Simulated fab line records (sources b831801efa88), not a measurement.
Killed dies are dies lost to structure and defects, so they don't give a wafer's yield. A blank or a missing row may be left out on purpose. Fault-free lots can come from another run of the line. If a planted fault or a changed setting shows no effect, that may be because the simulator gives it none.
Problem report in the 8D (eight disciplines) form, filled by code :: flow sky130 :: the parts of the form that need people (team, actions taken, sign-off) are left out

1. THE PROBLEM
heater power total W at SKY_METAL5_SOFTBAKE_10 reads a mean of 57.71 W on 6 wafers of 2 lots; wafers without a fault read 56.60 W with a standard deviation of 0.044. That is +25 standard deviations from the usual mean.
The step: time 60 s.
First seen on wafer L495.3, day 47 04:50, on litho track-04. At this step, 36 wafers from 12 lots have a number in the record. The rule behind "out" and "out of limits": a value lying over 4 standard deviations away from the usual mean. Any other wafer with a number is counted as sound.

2. WHAT THIS IS AND IS NOT
question: which readings at this step
is: heater power total W, plate temp C
is not: -

question: which lots
is: L495, L498
is not: L482, L483, L484, L486, L488, L489, L490, L497, L502, L503

question: which wafers of those lots
is: all that have a number
is not: -

question: read on which tools
is: litho track-04
is not: litho track-01, litho track-03

question: when
is: from day 47 04:50
is not: up to then (21 sound wafers); but 9 sound wafers of L497, L502, L503 came after

3. THE SUSPECTS, EACH WITH WHAT RULES IT OUT
Counting: a tool stays on the suspect list if, at a process step up to the reading, it processed all lots that are out and no sound lot following the first of them.
- plasma asher-04 at SKY_VIA4_STRIP_13 (strips in O2/N2): ruled out as a lasting fault. After its first lot that is out, L495 (day 46 17:23), sound lots L497, L503, L502 ran on it.
- litho track-04 at SKY_METAL5_SOFTBAKE_10 (time 60 s): kept. All lots that are out passed through it, beginning with L495 at day 47 04:50, and no sound lot followed; its final sound lot before that point was L488 at day 45 11:25. On those wafers its own readings are out: heater power total W, plate temp C.
The count leaves litho track-04 at SKY_METAL5_SOFTBAKE_10.

4. THE CAUSE (what the simulator had put in)
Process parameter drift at SKY_METAL5_SOFTBAKE_10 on litho track-04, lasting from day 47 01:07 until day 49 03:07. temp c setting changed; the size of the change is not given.
The count eliminated every tool but this one.

5. THE EFFECT CHAIN, in route order
One row per reading whose mean, taken over the struck wafers that have a number, lies over 3 standard deviations from the usual. Only readings for which the record gives a usual standard deviation are gone through. hours: the time from each lot's start at the first step in this table that gives one to its start at this step, as a median over the lots. sigmas: the change in usual standard deviations.
hours: 0
step: SKY_METAL5_SOFTBAKE_10
reading: heater power total W
usual: 56.60 W
on struck wafers: 57.71
change: +1.11
sigmas: +25

hours: 0
step: SKY_METAL5_SOFTBAKE_10
reading: plate temp C
usual: 89.99 C
on struck wafers: 91.27
change: +1.28
sigmas: +11
Process steps it contains:
- SKY_METAL5_SOFTBAKE_10: time 60 s.
Later steps that measure or inspect, where all struck wafers having a row at the step show a number for every such reading and not one has moved that far: SKY_PASSIVATION_THK_MEAS_01.

6. WHAT WOULD HAVE CAUGHT IT SOONER
4 hours passed between the start of the fault at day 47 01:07 and the first reading out of limits in this record, taken at day 47 04:50.
